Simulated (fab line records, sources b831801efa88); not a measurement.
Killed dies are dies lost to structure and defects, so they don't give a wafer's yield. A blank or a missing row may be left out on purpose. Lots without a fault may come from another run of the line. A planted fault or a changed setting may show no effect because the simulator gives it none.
fab line records | flow sfq_line
record lots=14 wafers=40 last_day=92
route steps=325 shown M4@152
lots that met no fault: from a run of the same line without faults
start_h: hours from the record's first day to the start of the lot's first wafer shown | wait_h: hours since the lot's step before | " the same as in the row above | L1.1+2: a row that stands for several wafers | - no value, or no start given | * or withheld: withheld | < > ~ a bound
route shown NAME@n: a module of which the file shows steps, and the number in the route of the first | usual: mean/standard deviation of fault-free wafers | same: alike in all rows | chamber/n: place in a boat | sites: the reading at each site | _std_site: their standard deviation | _edge_site: outer sites' mean less inner sites' | radius_mm: how far each site lies from the wafer's centre | mask NAME#n: copy n | behind: the tool/chamber that last shaped the wafer | hold: why the lot was held/for how many hours/how that ended | device: the transistor (n, p or np) that didn't switch | end of line: the same wafers' tests at the end of the route | a step without rows: its recipe alone | killed: dies lost to structure and defects at the first sort, not the wafer's yield | map: a wafer's dies, x killed, . not, _ none there
set.NAME: the setting as run; set.NAME@STEP: as run at that earlier step | model.NAME: the simulator's own value behind a step, which no gauge read
steps of the route over a sample of lots; a table a step, a row a wafer
services: from which hour (start_h, from the record's first day; less than 0 if before it) a tool's chamber was out of use, for how many hours, and why
## steps
# step SFQ_TRILAYER_M4_LITHO_COAT_098
# recipe resist=BARC spin_rpm=3000 resist_thk_nm=62
# usual exhaust_pa=45.0/0.79
# columns lot.wafer tool chamber start_h wait_h exhaust_pa
L101.1 litho_track-03 0 1040.52 0.1 45.6
L101.3 " 0 " " 45.6
L101.6 " 0 " " 45.0
L103.2 litho_track-01 0 1049.95 0.1 45.8
L103.3 " 0 " " 44.8
L103.5 " 0 " " 45.8
L104.3 litho_track-01 0 1053.95 0.1 43.5
L104.4 " 0 " " 45.4
L104.6 " 0 " " 44.9
L105.1 litho_track-03 0 1056.10 0.1 45.3
L105.2 " 0 " " 44.0
L105.5 " 0 " " 45.9
L106.1 litho_track-01 0 1205.26 0.1 45.0
L106.2 " 0 " " 44.9
L106.6 " 0 " " 46.3
L107.1 litho_track-01 0 1208.86 0.1 44.3
L107.3 " 0 " " 44.6
L107.5 " 0 " " 45.2
L108.1 litho_track-03 0 1318.80 0.1 45.1
L108.2 " 0 " " 45.4
L108.3 " 0 " " 45.9
L109.1 litho_track-02 0 1328.40 0.1 44.9
L109.3 " 0 " " 44.8
L109.4 " 0 " " 43.5
L110.3 litho_track-01 0 1329.70 0.1 44.0
L110.4 " 0 " " 43.6
L110.5 " 0 " " 44.1
L112.2 litho_track-03 0 1340.45 0.1 45.2
L112.3 " 0 " " 44.0
L112.6 " 0 " " 43.8
L118.1 litho_track-02 0 1352.40 0.1 44.3
L118.3 " 0 " " 44.3
L121.3 litho_track-02 0 1362.10 0.1 45.4
L121.6 " 0 " " 44.2
L122.2 litho_track-01 0 1368.17 0.1 44.6
L122.3 " 0 " " 44.1
L122.4 " 0 " " 45.3
L123.1 litho_track-03 0 1370.70 0.1 44.6
L123.3 " 0 " " 45.2
L123.4 " 0 " " 44.9
# step SFQ_TRILAYER_M4_BARC_OPEN_METAL_ETCH_123
# recipe mask_material=PR chemistry=O2 target_depth_nm=125 target=BARC icp_w=600 bias_w=80 pressure_mtorr=10 time_s=41.7
# usual drypump_motor_current_A=6.07/0.28 oes_product_au=0.685/0.0046
# columns lot.wafer tool chamber start_h wait_h drypump_motor_current_A oes_product_au rf_hours_counter_h
L101.1 rie_metal-01 1 1173.90 0.0 6.08 0.684 77
L101.3 " 1 " " 6.07 0.687 -
L101.6 " 1 " " 6.07 0.685 -
L103.2 rie_metal-02 1 1177.63 0.0 5.90 0.688 4
L103.3 " 1 " " 5.89 0.689 -
L103.5 " 0 " " 6.28 0.688 -
L104.3 rie_metal-01 0 1178.85 0.0 5.97 0.681 -
L104.4 " 1 " " 6.10 0.685 -
L104.6 " 1 " " 6.08 0.687 -
L105.1 rie_metal-02 0 1180.03 0.0 6.24 0.692 44
L105.2 " 1 " " 5.89 0.690 5
L105.5 " 1 " " 5.94 0.687 -
L106.1 rie_metal-03 1 1211.15 0.0 5.73 0.685 24
L106.2 " 0 " " 6.60 0.684 33
L106.6 " 0 " " 6.59 0.680 -
L107.1 rie_metal-01 0 1212.35 0.0 5.94 0.688 122
L107.3 " 1 " " 6.08 0.694 -
L107.5 " 1 " " 6.06 0.682 -
L108.1 rie_metal-03 1 1448.34 0.0 5.74 0.690 56
L108.2 " 0 " " 6.58 0.686 62
L108.3 " 1 " " 5.75 0.686 -
L109.1 rie_metal-03 1 1459.39 0.0 5.71 0.684 58
L109.3 " 0 " " 6.59 0.691 -
L109.4 " 1 " " 5.73 0.679 -
L110.3 rie_metal-02 0 1460.61 0.0 6.24 0.679 -
L110.4 " 1 " " 5.93 0.680 -
L110.5 " 1 " " 5.90 0.686 -
L112.2 rie_metal-02 0 1466.59 0.0 6.21 0.683 88
L112.3 " 1 " " 5.89 0.681 -
L112.6 " 0 " " 6.21 0.682 -
L118.1 rie_metal-03 0 1479.79 0.0 6.60 0.684 67
L118.3 " 0 " " 6.61 0.665 -
L121.3 rie_metal-03 0 1487.01 0.0 6.62 0.663 -
L121.6 " 0 " " 6.59 0.664 -
L122.2 rie_metal-03 0 1491.79 0.0 6.58 0.682 69
L122.3 " 0 " " 6.58 0.686 -
L122.4 " 1 " " 5.73 0.683 -
L123.1 rie_metal-02 0 1492.99 0.0 6.26 0.686 93
L123.3 " 0 " " 6.27 0.694 -
L123.4 " 1 " " 5.86 0.677 -
## services
# columns tool chamber start_h hours kind
rie_metal-03 1 1023.61 - clean
rie_metal-03 1 1023.61 20.3 scheduled_down
rie_metal-03 1 1023.61 20.3 vent_cycle
rie_metal-01 - 1062.38 2.8 pm
rie_metal-02 1 1113.65 - clean
rie_metal-02 1 1113.65 17.2 scheduled_down
rie_metal-02 1 1113.65 17.2 vent_cycle
rie_metal-02 - 1133.57 0.9 repair
rie_metal-02 1 1150.30 20.5 repair
rie_metal-01 - 1178.15 0.6 repair
rie_metal-01 0 1233.40 - clean
rie_metal-01 0 1233.40 - consumable_replace:focus_ring
rie_metal-01 0 1233.40 22.4 scheduled_down
rie_metal-01 0 1233.40 22.4 vent_cycle
rie_metal-02 0 1260.25 4.1 repair
rie_metal-02 1 1262.65 1.3 repair
rie_metal-03 - 1336.54 19.0 repair
rie_metal-03 0 1364.10 6.9 repair
rie_metal-02 1 1395.96 56.0 repair
rie_metal-01 1 1406.15 2.0 repair
rie_metal-01 0 1413.45 4.8 repair
rie_metal-01 1 1474.57 - clean
rie_metal-01 1 1474.57 - consumable_replace:focus_ring
rie_metal-01 1 1474.57 20.1 scheduled_down
## key
first_sign step=SFQ_TRILAYER_M4_BARC_OPEN_METAL_ETCH_123 reading=oes_product_au direction=down sigmas=4.6 usual=0.685 struck=0.664
effect none on later readings
met_at SFQ_TRILAYER_M4_LITHO_COAT_098
struck_lots L118,L121
struck_wafers L118.3,L121.3,L121.6
onset_between 1328.40 1352.40
fault kind=process_parameter_drift tool=litho_track-02 chamber=- onset_h=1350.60 steps=SFQ_TRILAYER_M4_LITHO_COAT_098 channel=resist_thk_nm offset=-4.0232 shape=step end_h=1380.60 scope=struck_wafers_only acts_in=these_recipes_only stated=62
